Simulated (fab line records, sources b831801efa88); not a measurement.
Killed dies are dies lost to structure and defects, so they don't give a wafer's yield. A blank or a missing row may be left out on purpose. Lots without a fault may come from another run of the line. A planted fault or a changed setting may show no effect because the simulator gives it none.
fab line records | flow sky130
record lots=15 wafers=45 last_day=50
route steps=708 shown CONTACT@406 PAD_OPEN@708
lots that met no fault: from a run of the same line without faults
start_h: hours from the record's first day to the start of the lot's first wafer shown | wait_h: hours since the lot's step before | " the same as in the row above | L1.1+2: a row that stands for several wafers | - no value, or no start given | * or withheld: withheld | < > ~ a bound
route shown NAME@n: a module of which the file shows steps, and the number in the route of the first | usual: mean/standard deviation of fault-free wafers | same: alike in all rows | chamber/n: place in a boat | sites: the reading at each site | _std_site: their standard deviation | _edge_site: outer sites' mean less inner sites' | radius_mm: how far each site lies from the wafer's centre | mask NAME#n: copy n | behind: the tool/chamber that last shaped the wafer | hold: why the lot was held/for how many hours/how that ended | device: the transistor (n, p or np) that didn't switch | end of line: the same wafers' tests at the end of the route | a step without rows: its recipe alone | killed: dies lost to structure and defects at the first sort, not the wafer's yield | map: a wafer's dies, x killed, . not, _ none there
set.NAME: the setting as run; set.NAME@STEP: as run at that earlier step | model.NAME: the simulator's own value behind a step, which no gauge read
steps of the route over a sample of lots; a table a step, a row a wafer
services: from which hour (start_h, from the record's first day; less than 0 if before it) a tool's chamber was out of use, for how many hours, and why
## steps
# step SKY_CONTACT_CVD_00
# recipe material=Si3N4 target_thk_nm=75 temp_c=400 time_s=withheld rf_w=450
# usual heater_power_outer_w=406/73 heater_power_w=687/97
# columns lot.wafer tool chamber start_h wait_h heater_power_outer_w heater_power_w
L900.1 pecvd-02 0 720.08 0.0 419 701
L900.5 " 1 " " 341 641
L900.6 " 0 " " 416 719
L901.1 pecvd-03 2 722.77 0.0 523 860
L901.3 " 0 " " 437 824
L901.5 " 0 " " 438 820
L902.1 pecvd-01 2 727.07 0.0 472 736
L902.5 " 2 " " 456 729
L902.6 " 0 " " 407 731
L903.2 pecvd-01 0 736.78 0.0 351 663
L903.4 " 2 " " 441 719
L903.6 " 1 " " 383 557
L905.4 pecvd-02 1 785.54 0.0 297 586
L905.5 " 2 " " 360 651
L905.6 " 0 " " 424 706
L906.1 pecvd-03 1 786.86 0.0 320 539
L906.2 " 2 " " 595 940
L906.3 " 0 " " 410 800
L908.1 pecvd-01 0 787.34 0.0 430 713
L908.2 " 2 " " 522 783
L908.5 " 2 " " 501 811
L909.1 pecvd-01 0 796.32 0.0 386 683
L909.2 " 1 " " 391 588
L909.4 " 1 " " 382 610
L912.2 pecvd-02 0 806.55 0.0 - -
L912.3 " 1 " " - -
L912.6 " 1 " " - -
L911.2 pecvd-01 1 807.42 0.0 - -
L911.3 " 0 " " - -
L911.6 " 1 " " - -
L913.1 pecvd-02 0 819.91 0.0 - -
L913.3 " 1 " " - -
L913.5 " 2 " " - -
L914.2 pecvd-02 0 827.42 0.0 400 647
L914.3 " 1 " " 287 561
L914.5 " 0 " " 393 646
L919.3 pecvd-02 1 878.24 0.0 305 589
L919.4 " 0 " " 372 634
L919.6 " 1 " " 305 566
L920.2 pecvd-02 0 879.44 0.0 327 581
L920.4 " 2 " " 389 688
L920.5 " 0 " " 324 579
L921.1 pecvd-03 0 880.27 0.0 329 702
L921.3 " 1 " " 375 603
L921.4 " 0 " " 339 671
# step SKY_CONTACT_ETCH_18
# recipe target=Si3N4 chemistry=CHF3/O2 stop_on=TiN source_w=600 bias_w=200 pressure_mtorr=40 chf3_flow_sccm=50 O2_flow_sccm=5 time_s=39 target_depth_a=750
# usual chamber_pressure_mTorr=39.99/0.04 drypump_motor_current_A=5.5/0.48 oes_product_au=0.850/0.0085 throttle_valve_pct=8.792/0.0088
# columns lot.wafer tool chamber start_h wait_h chamber_pressure_mTorr drypump_motor_current_A oes_product_au rf_hours_counter_h throttle_valve_pct
L900.1 rie_diel-04 2 - - 39.96 6.2 0.840 7 8.782
L900.5 " 1 " " 39.96 5.6 0.851 - 8.794
L900.6 " 2 " " 39.99 6.2 0.846 - 8.786
L901.1 rie_diel-03 1 - - 39.96 5.0 0.850 9 8.798
L901.3 " 0 " " 39.94 5.3 0.848 17 8.801
L901.5 " 2 " " 40.03 5.3 0.852 - 8.788
L902.1 rie_diel-03 2 - - 40.02 5.3 0.848 2 8.787
L902.5 " 0 " " 39.97 5.2 0.856 - 8.803
L902.6 " 3 " " 40.05 5.9 0.849 - 8.785
L903.2 rie_diel-04 0 - - 40.03 4.8 0.848 9 8.786
L903.4 " 1 " " 39.98 5.6 0.855 6 8.784
L903.6 " 0 " " 39.99 4.8 0.854 - 8.790
L905.4 rie_diel-04 0 - - 40.06 4.8 0.856 11 8.804
L905.5 " 1 " " 40.03 5.6 0.861 - 8.794
L905.6 " 0 " " 40.03 4.8 0.847 - 8.789
L906.1 rie_diel-01 0 - - 39.99 5.3 0.860 0 8.801
L906.2 " 1 " " 39.98 5.6 0.842 28 8.801
L906.3 " 2 " " 39.97 5.8 0.844 7 8.793
L908.1 rie_diel-04 1 - - 39.95 5.6 0.857 7 8.786
L908.2 " 3 " " 40.00 5.1 0.864 9 8.799
L908.5 " 1 " " 39.95 5.6 0.874 - 8.806
L909.1 rie_diel-04 3 - - 40.03 5.1 0.843 10 8.801
L909.2 " 1 " " 40.02 5.6 0.852 8 8.787
L909.4 " 3 " " 39.97 5.1 0.857 - 8.804
L912.2 rie_diel-01 0 - - 40.04 5.3 0.379 1 8.666
L912.3 " 1 " " 40.03 5.6 0.377 28 8.679
L912.6 " 3 " " 39.96 6.6 0.371 - 8.661
L911.2 rie_diel-03 0 - - 40.00 5.3 0.377 19 8.673
L911.3 " 1 " " 40.04 5.0 0.375 12 8.676
L911.6 " 1 " " 39.93 5.0 0.371 - 8.672
L913.1 rie_diel-04 1 - - 40.01 5.6 0.366 8 8.664
L913.3 " 0 " " 40.00 4.8 0.375 12 8.672
L913.5 " 0 " " 40.02 4.8 0.378 - 8.687
L914.2 rie_diel-03 1 - - 39.91 5.0 0.843 13 8.792
L914.3 " 0 " " 40.04 5.3 0.849 20 8.787
L914.5 " 2 " " 40.02 5.4 0.844 - 8.790
L919.3 rie_diel-04 3 - - 39.97 5.1 0.851 12 8.802
L919.4 " 0 " " 40.02 4.8 0.856 13 8.795
L919.6 " 3 " " 40.00 5.1 0.861 - 8.785
L920.2 rie_diel-01 2 - - 39.99 5.8 0.839 10 8.791
L920.4 " 0 " " 40.00 5.3 0.862 3 8.781
L920.5 " 2 " " 39.99 5.8 0.855 - 8.804
L921.1 rie_diel-03 0 - - 40.04 5.2 0.846 21 8.797
L921.3 " 2 " " 39.98 5.3 0.851 7 8.790
L921.4 " 1 " " 40.07 5.0 0.856 15 8.805
# step SKY_PAD_OPEN_PROBE_99
# usual killed_at_M0_to_M3=44/7.1 killed_at_M4_up=3.1/1.8 killed_at_contacts=24/5.3 killed_at_front_end=15/4.5 killed_at_other=0.2/0.42 killed_dies=86/9.6 killed_on_rim=17/4 killed_open=46/6.9 killed_short=40/6.4
# same gross_dies=492 killed_at_back_side=0
# columns lot.wafer tool chamber start_h wait_h killed_at_M0_to_M3 killed_at_M4_up killed_at_contacts killed_at_front_end killed_at_other killed_dies killed_on_rim killed_open killed_short
L900.1 prober-01 - 1083.24 0.1 53 3 23 11 1 91 14 48 43
L900.5 prober-01 - 1083.44 0.2 52 5 27 14 0 98 15 57 41
L900.6 prober-01 - 1083.49 0.2 42 3 17 25 0 87 19 56 31
L901.1 prober-02 - 1085.43 0.1 46 5 30 12 0 93 20 55 38
L901.3 prober-02 - 1085.53 0.2 51 7 24 14 0 96 22 52 44
L901.5 prober-02 - 1085.63 0.2 42 5 19 11 0 77 11 48 29
L902.1 prober-01 - 1089.62 0.1 40 6 17 13 0 76 15 44 32
L902.5 prober-01 - 1089.82 0.2 34 2 22 17 1 76 15 41 35
L902.6 prober-01 - 1089.87 0.2 43 4 29 15 0 91 19 45 46
L903.2 prober-02 - 1097.88 0.1 39 4 23 11 0 77 13 40 37
L903.4 prober-02 - 1097.98 0.2 40 3 32 13 0 88 18 46 42
L903.6 prober-02 - 1098.08 0.2 42 4 24 10 0 80 13 40 40
L905.4 prober-02 - 1133.93 0.2 38 6 29 19 0 92 17 57 35
L905.5 prober-02 - 1133.98 0.2 42 2 20 24 1 89 14 42 47
L905.6 prober-02 - 1134.03 0.2 34 0 23 20 0 77 18 44 33
L908.1 prober-01 - 1134.41 0.1 40 3 23 14 0 80 13 50 30
L908.2 prober-01 - 1134.46 0.1 38 4 15 12 0 69 10 36 33
L908.5 prober-01 - 1134.61 0.2 39 4 25 19 0 87 17 43 44
L906.1 prober-02 - 1136.20 0.1 42 3 21 16 0 82 19 41 41
L906.2 prober-02 - 1136.25 0.1 35 3 17 22 1 78 10 45 33
L906.3 prober-02 - 1136.30 0.2 34 7 30 9 0 80 15 44 36
L909.1 prober-02 - 1142.24 0.1 40 6 30 15 0 91 21 46 45
L909.2 prober-02 - 1142.29 0.1 53 5 20 11 0 89 17 50 39
L909.4 prober-02 - 1142.39 0.2 40 4 28 13 0 85 15 47 38
L912.2 prober-02 - 1146.98 0.1 45 2 18 8 0 73 21 44 29
L912.3 prober-02 - 1147.03 0.2 55 3 27 13 0 98 19 44 54
L912.6 prober-02 - 1147.18 0.2 42 3 20 7 1 73 14 41 32
L911.2 prober-01 - 1148.88 0.1 51 1 20 17 0 89 15 54 35
L911.3 prober-01 - 1148.93 0.2 35 2 16 15 0 68 19 33 35
L911.6 prober-01 - 1149.08 0.2 27 4 13 21 0 65 11 42 23
L913.1 prober-02 - 1157.67 0.1 50 5 23 15 0 93 9 42 51
L913.3 prober-02 - 1157.77 0.2 52 1 19 13 1 86 15 43 43
L913.5 prober-02 - 1157.87 0.2 41 3 14 17 1 76 20 36 40
L914.2 prober-01 - 1161.52 0.1 48 5 21 22 1 97 25 48 49
L914.3 prober-01 - 1161.57 0.2 49 6 20 19 0 94 14 52 42
L914.5 prober-01 - 1161.67 0.2 46 5 26 18 0 95 18 42 53
L919.3 prober-01 - 1196.93 0.2 46 4 34 12 0 96 27 54 42
L919.4 prober-01 - 1196.98 0.2 51 4 15 14 0 84 17 44 40
L919.6 prober-01 - 1197.08 0.2 38 6 29 16 0 89 21 49 40
L920.2 prober-02 - 1196.97 0.1 51 2 25 12 0 90 22 50 40
L920.4 prober-02 - 1197.07 0.2 37 3 15 17 0 72 18 35 37
L920.5 prober-02 - 1197.12 0.2 47 3 21 19 0 90 19 51 39
L921.1 prober-02 - 1198.35 0.1 51 4 28 21 1 105 18 54 51
L921.3 prober-02 - 1198.45 0.2 43 1 21 18 0 83 19 48 35
L921.4 prober-02 - 1198.50 0.2 34 4 33 13 0 84 16 39 45
# killed by level:class
L900.1 VIA1:geometric_particle:open=18 LI_CONTACT:geometric_particle:open=10 VIA1:geometric_particle:short=7 METAL2:geometric_particle:short=7 CONTACT:geometric_particle:open=6 VIA2:geometric_particle:short=5 VIA3:geometric_particle:short=4 FIELD_ISO:geometric_particle:short=3
L900.5 VIA1:geometric_particle:open=14 LI_CONTACT:geometric_particle:open=11 CONTACT:geometric_particle:open=11 METAL1:geometric_particle:short=9 VIA1:geometric_particle:short=8 VIA3:geometric_particle:open=7 VIA2:geometric_particle:open=5 METAL2:geometric_particle:short=4
L900.6 VIA1:geometric_particle:open=11 LI_CONTACT:geometric_particle:open=9 VIA2:geometric_particle:open=8 POLY_GATE:geometric_particle:open=6 FIELD_ISO:geometric_particle:open=5 POLY_GATE:geometric_particle:short=4 VIA1:geometric_particle:short=4 METAL3:geometric_particle:short=4
L901.1 CONTACT:geometric_particle:open=16 VIA1:geometric_particle:open=10 LI_CONTACT:geometric_particle:open=8 METAL1:geometric_particle:short=7 VIA3:geometric_particle:open=6 VIA2:geometric_particle:short=5 METAL2:geometric_particle:short=4 POLY_GATE:geometric_particle:short=3
L901.3 LI_CONTACT:geometric_particle:open=11 VIA1:geometric_particle:open=10 VIA3:geometric_particle:open=8 VIA2:geometric_particle:open=7 LOCAL_INTERCONNECT:geometric_particle:short=6 VIA2:geometric_particle:short=6 METAL1:geometric_particle:short=5 METAL2:geometric_particle:short=5
L901.5 VIA1:geometric_particle:open=13 CONTACT:geometric_particle:open=9 VIA3:geometric_particle:short=7 VIA3:geometric_particle:open=6 LI_CONTACT:geometric_particle:open=6 METAL2:geometric_particle:short=5 VIA2:geometric_particle:open=3 VIA1:geometric_particle:short=3
L902.1 VIA1:geometric_particle:open=8 LI_CONTACT:geometric_particle:open=7 FIELD_ISO:geometric_particle:open=6 POLY_GATE:geometric_particle:short=6 VIA2:geometric_particle:open=6 METAL3:geometric_particle:short=5 CONTACT:geometric_particle:open=5 METAL2:geometric_particle:short=4
L902.5 CONTACT:geometric_particle:open=10 POLY_GATE:geometric_particle:short=7 VIA1:geometric_particle:open=7 VIA3:geometric_particle:open=7 METAL2:geometric_particle:short=6 CONTACT:geometric_particle:short=5 VIA2:geometric_particle:open=4 FIELD_ISO:geometric_particle:short=3
L902.6 CONTACT:geometric_particle:open=10 VIA1:geometric_particle:open=10 VIA1:geometric_particle:short=8 VIA2:geometric_particle:short=7 POLY_GATE:geometric_particle:short=6 LI_CONTACT:geometric_particle:open=6 CONTACT:geometric_particle:short=6 LI_CONTACT:geometric_particle:short=4
L903.2 CONTACT:geometric_particle:open=8 VIA3:geometric_particle:open=7 METAL1:geometric_particle:short=5 VIA1:geometric_particle:open=5 VIA2:geometric_particle:short=5 SPACER:geometric_particle:open=4 LI_CONTACT:geometric_particle:open=4 LI_CONTACT:geometric_particle:short=4
L903.4 CONTACT:geometric_particle:open=10 CONTACT:geometric_particle:short=9 VIA3:geometric_particle:open=9 VIA1:geometric_particle:open=9 LI_CONTACT:geometric_particle:open=7 METAL2:geometric_particle:short=4 VIA2:geometric_particle:short=4 VIA2:geometric_particle:open=4
L903.6 VIA1:geometric_particle:open=10 LI_CONTACT:geometric_particle:open=7 VIA3:geometric_particle:open=5 CONTACT:geometric_particle:short=5 LOCAL_INTERCONNECT:geometric_particle:short=5 CONTACT:geometric_particle:open=5 VIA1:geometric_particle:short=5 VIA2:geometric_particle:short=4
L905.4 CONTACT:geometric_particle:open=12 LI_CONTACT:geometric_particle:open=11 POLY_GATE:geometric_particle:short=9 VIA3:geometric_particle:open=8 VIA1:geometric_particle:open=7 FIELD_ISO:geometric_particle:open=6 METAL1:geometric_particle:short=5 VIA2:geometric_particle:open=5
L905.5 VIA1:geometric_particle:open=8 LI_CONTACT:geometric_particle:open=7 POLY_GATE:geometric_particle:short=6 POLY_GATE:geometric_particle:open=6 VIA1:geometric_particle:short=6 CONTACT:geometric_particle:short=5 VIA3:geometric_particle:open=5 VIA2:geometric_particle:open=5
L905.6 LI_CONTACT:geometric_particle:open=7 FIELD_ISO:geometric_particle:open=6 VIA3:geometric_particle:open=6 CONTACT:geometric_particle:open=6 VIA1:geometric_particle:open=6 CONTACT:geometric_particle:short=5 POLY_GATE:geometric_particle:short=4 POLY_GATE:geometric_particle:open=4
L908.1 VIA1:geometric_particle:open=11 LI_CONTACT:geometric_particle:open=8 VIA3:geometric_particle:open=8 CONTACT:geometric_particle:open=7 VIA3:geometric_particle:short=6 FIELD_ISO:geometric_particle:open=5 CONTACT:geometric_particle:short=4 SPACER:geometric_particle:open=3
L908.2 VIA1:geometric_particle:open=11 METAL2:geometric_particle:short=8 VIA1:geometric_particle:short=6 CONTACT:geometric_particle:open=5 POLY_GATE:geometric_particle:short=4 LI_CONTACT:geometric_particle:open=4 LOCAL_INTERCONNECT:geometric_particle:short=4 VIA3:geometric_particle:open=4
L908.5 FIELD_ISO:geometric_particle:short=8 VIA1:geometric_particle:open=8 VIA2:geometric_particle:open=8 METAL2:geometric_particle:short=7 FIELD_ISO:geometric_particle:open=6 LOCAL_INTERCONNECT:geometric_particle:short=6 CONTACT:geometric_particle:open=6 CONTACT:geometric_particle:short=5
L906.1 CONTACT:geometric_particle:open=9 VIA1:geometric_particle:open=8 FIELD_ISO:geometric_particle:short=7 LI_CONTACT:geometric_particle:open=6 VIA3:geometric_particle:open=6 METAL2:geometric_particle:short=5 METAL1:geometric_particle:short=5 POLY_GATE:geometric_particle:short=4
L906.2 CONTACT:geometric_particle:open=8 FIELD_ISO:geometric_particle:open=7 POLY_GATE:geometric_particle:open=7 FIELD_ISO:geometric_particle:short=6 VIA1:geometric_particle:open=6 VIA2:geometric_particle:open=5 VIA1:geometric_particle:short=5 METAL2:geometric_particle:short=4
L906.3 CONTACT:geometric_particle:open=10 LI_CONTACT:geometric_particle:open=8 LOCAL_INTERCONNECT:geometric_particle:short=6 VIA1:geometric_particle:open=6 VIA2:geometric_particle:open=6 METAL1:geometric_particle:short=5 VIA3:geometric_particle:open=5 METAL4:geometric_particle:short=5
L909.1 LOCAL_INTERCONNECT:geometric_particle:short=9 CONTACT:geometric_particle:open=9 VIA1:geometric_particle:open=9 VIA2:geometric_particle:open=8 FIELD_ISO:geometric_particle:short=7 VIA3:geometric_particle:open=6 LI_CONTACT:geometric_particle:open=5 CONTACT:geometric_particle:short=5
L909.2 VIA1:geometric_particle:open=15 VIA3:geometric_particle:open=10 VIA1:geometric_particle:short=7 CONTACT:geometric_particle:short=6 METAL2:geometric_particle:short=6 CONTACT:geometric_particle:open=5 VIA2:geometric_particle:open=4 POLY_GATE:geometric_particle:open=3
L909.4 LI_CONTACT:geometric_particle:open=9 METAL1:geometric_particle:short=7 VIA2:geometric_particle:open=7 VIA1:geometric_particle:open=7 METAL2:geometric_particle:short=6 VIA3:geometric_particle:open=6 CONTACT:geometric_particle:short=6 CONTACT:geometric_particle:open=6
L912.2 CONTACT:geometric_particle:open=10 VIA1:geometric_particle:open=8 VIA2:geometric_particle:open=8 METAL2:geometric_particle:short=6 VIA3:geometric_particle:open=6 METAL1:geometric_particle:short=5 VIA1:geometric_particle:short=4 FIELD_ISO:geometric_particle:open=3
L912.3 CONTACT:geometric_particle:open=14 METAL1:geometric_particle:short=10 VIA1:geometric_particle:short=8 VIA2:geometric_particle:open=7 VIA2:geometric_particle:short=7 VIA1:geometric_particle:open=6 METAL2:geometric_particle:short=6 VIA3:geometric_particle:open=5
L912.6 VIA1:geometric_particle:open=12 CONTACT:geometric_particle:open=8 FIELD_ISO:geometric_particle:open=5 VIA1:geometric_particle:short=5 VIA2:geometric_particle:open=5 METAL1:geometric_particle:short=4 CONTACT:geometric_particle:short=4 METAL2:geometric_particle:short=4
L911.2 VIA1:geometric_particle:open=15 LI_CONTACT:geometric_particle:open=9 VIA2:geometric_particle:open=9 VIA1:geometric_particle:short=8 CONTACT:geometric_particle:open=7 METAL2:geometric_particle:short=7 POLY_GATE:geometric_particle:short=6 FIELD_ISO:geometric_particle:open=5
L911.3 LI_CONTACT:geometric_particle:open=8 VIA1:geometric_particle:short=7 FIELD_ISO:geometric_particle:short=6 VIA1:geometric_particle:open=5 VIA2:geometric_particle:open=5 VIA2:geometric_particle:short=5 FIELD_ISO:geometric_particle:open=4 METAL2:geometric_particle:short=4
L911.6 VIA1:geometric_particle:open=8 LI_CONTACT:geometric_particle:open=6 FIELD_ISO:geometric_particle:open=5 POLY_GATE:geometric_particle:open=5 POLY_GATE:geometric_particle:short=5 CONTACT:geometric_particle:open=5 METAL2:geometric_particle:short=4 VIA2:geometric_particle:open=4
L913.1 VIA1:geometric_particle:open=12 VIA1:geometric_particle:short=11 CONTACT:geometric_particle:open=10 METAL2:geometric_particle:short=6 FIELD_ISO:geometric_particle:short=5 CONTACT:geometric_particle:short=5 METAL1:geometric_particle:short=5 VIA3:geometric_particle:open=5
L913.3 VIA1:geometric_particle:open=12 METAL2:geometric_particle:short=9 LI_CONTACT:geometric_particle:open=8 VIA2:geometric_particle:open=7 METAL1:geometric_particle:short=6 FIELD_ISO:geometric_particle:short=5 CONTACT:geometric_particle:open=5 VIA1:geometric_particle:short=5
L913.5 VIA1:geometric_particle:open=10 FIELD_ISO:geometric_particle:short=5 CONTACT:geometric_particle:open=5 VIA1:geometric_particle:short=5 VIA2:geometric_particle:open=5 POLY_GATE:geometric_particle:short=4 METAL2:geometric_particle:short=4 VIA3:geometric_particle:open=4
L914.2 VIA3:geometric_particle:open=10 FIELD_ISO:geometric_particle:open=8 VIA1:geometric_particle:open=7 CONTACT:geometric_particle:open=6 VIA2:geometric_particle:open=6 FIELD_ISO:geometric_particle:short=5 LI_CONTACT:geometric_particle:open=5 LOCAL_INTERCONNECT:geometric_particle:short=5
L914.3 LI_CONTACT:geometric_particle:open=9 VIA1:geometric_particle:short=9 VIA2:geometric_particle:open=9 VIA3:geometric_particle:open=9 CONTACT:geometric_particle:open=7 METAL1:geometric_particle:short=6 VIA1:geometric_particle:open=6 POLY_GATE:geometric_particle:short=5
L914.5 VIA1:geometric_particle:short=11 CONTACT:geometric_particle:open=10 VIA1:geometric_particle:open=6 CONTACT:geometric_particle:short=6 FIELD_ISO:geometric_particle:open=5 FIELD_ISO:geometric_particle:short=5 LI_CONTACT:geometric_particle:open=5 METAL2:geometric_particle:short=5
L919.3 CONTACT:geometric_particle:open=14 VIA2:geometric_particle:open=11 VIA1:geometric_particle:open=8 LI_CONTACT:geometric_particle:open=6 LOCAL_INTERCONNECT:geometric_particle:short=5 METAL2:geometric_particle:short=5 VIA3:geometric_particle:open=5 METAL1:geometric_particle:short=4
L920.2 CONTACT:geometric_particle:open=10 VIA1:geometric_particle:open=9 METAL1:geometric_particle:short=8 VIA3:geometric_particle:open=8 VIA1:geometric_particle:short=7 LI_CONTACT:geometric_particle:open=6 VIA2:geometric_particle:open=6 VIA3:geometric_particle:short=5
L919.4 METAL2:geometric_particle:short=10 VIA1:geometric_particle:open=9 VIA3:geometric_particle:open=7 VIA1:geometric_particle:short=6 CONTACT:geometric_particle:open=6 FIELD_ISO:geometric_particle:open=5 LI_CONTACT:geometric_particle:open=4 VIA2:geometric_particle:open=4
L920.4 FIELD_ISO:geometric_particle:short=7 VIA1:geometric_particle:open=7 VIA2:geometric_particle:open=6 LI_CONTACT:geometric_particle:open=6 CONTACT:geometric_particle:open=4 METAL1:geometric_particle:short=4 VIA3:geometric_particle:open=4 VIA3:geometric_particle:short=4
L919.6 VIA1:geometric_particle:open=15 LI_CONTACT:geometric_particle:open=9 LOCAL_INTERCONNECT:geometric_particle:short=6 CONTACT:geometric_particle:open=5 METAL2:geometric_particle:short=5 METAL4:geometric_particle:short=5 FIELD_ISO:geometric_particle:short=4 METAL1:geometric_particle:short=4
L920.5 FIELD_ISO:geometric_particle:open=9 CONTACT:geometric_particle:open=9 VIA2:geometric_particle:open=9 VIA1:geometric_particle:open=8 METAL1:geometric_particle:short=7 LI_CONTACT:geometric_particle:open=6 VIA1:geometric_particle:short=5 POLY_GATE:geometric_particle:short=4
L921.1 VIA3:geometric_particle:open=10 VIA1:geometric_particle:open=9 POLY_GATE:geometric_particle:open=7 CONTACT:geometric_particle:open=7 CONTACT:geometric_particle:short=7 METAL2:geometric_particle:short=6 LI_CONTACT:geometric_particle:open=6 VIA2:geometric_particle:open=6
L921.3 CONTACT:geometric_particle:open=13 VIA1:geometric_particle:open=7 METAL2:geometric_particle:short=7 VIA3:geometric_particle:short=7 POLY_GATE:geometric_particle:open=5 VIA2:geometric_particle:open=5 VIA3:geometric_particle:open=5 METAL1:geometric_particle:short=4
L921.4 CONTACT:geometric_particle:open=12 LI_CONTACT:geometric_particle:open=8 VIA1:geometric_particle:open=8 CONTACT:geometric_particle:short=6 VIA1:geometric_particle:short=6 METAL1:geometric_particle:short=5 LI_CONTACT:geometric_particle:short=4 VIA2:geometric_particle:open=4
## services
# columns tool chamber start_h hours kind
rie_diel-03 3 699.27 10.7 repair
rie_diel-04 1 701.69 6.6 repair
rie_diel-04 2 704.91 8.3 repair
pecvd-01 - 709.27 6.0 pm
pecvd-01 - 721.10 0.5 repair
pecvd-01 - 760.72 0.5 repair
rie_diel-01 0 774.52 14.2 repair
pecvd-01 0 774.71 2.1 scheduled_down
pecvd-02 2 788.52 16.5 scheduled_down
rie_diel-01 0 788.71 - clean
rie_diel-01 0 788.71 22.7 scheduled_down
rie_diel-01 0 788.71 22.7 vent_cycle
pecvd-03 - 793.46 14.6 pm
pecvd-03 0 800.71 5.5 scheduled_down
rie_diel-01 3 801.01 4.5 repair
pecvd-01 1 818.12 - clean
pecvd-01 1 818.12 - consumable_replace:showerhead
pecvd-01 1 818.12 29.0 scheduled_down
pecvd-01 1 818.12 29.0 vent_cycle
rie_diel-04 0 819.41 6.5 repair
pecvd-03 - 829.25 1.0 repair
rie_diel-01 3 836.54 10.0 repair
rie_diel-03 0 871.30 28.3 repair
pecvd-01 1 880.16 5.5 scheduled_down
## key
first_sign step=SKY_CONTACT_CVD_00 reading=tool_record direction=missing
effect step=SKY_CONTACT_ETCH_18 reading=oes_product_au direction=down sigmas=56 usual=0.850 struck=0.374
met_at SKY_CONTACT_CVD_00
struck_lots L911,L912,L913
tester_left_out L911,L912,L913
onset_between 796.32 806.55
fault kind=skipped_step_whole tool=pecvd-01,pecvd-02 chamber=- onset_h=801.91 steps=SKY_CONTACT_CVD_00 scope=struck_lots_only
# tester_left_out: of these lots the tester's yield and bins aren't shown, on N5 and GAA mostly nor the transistor test; their killed dies are dies lost to structure and defects alone, not to doping, threshold or leakage, so they don't give the yield
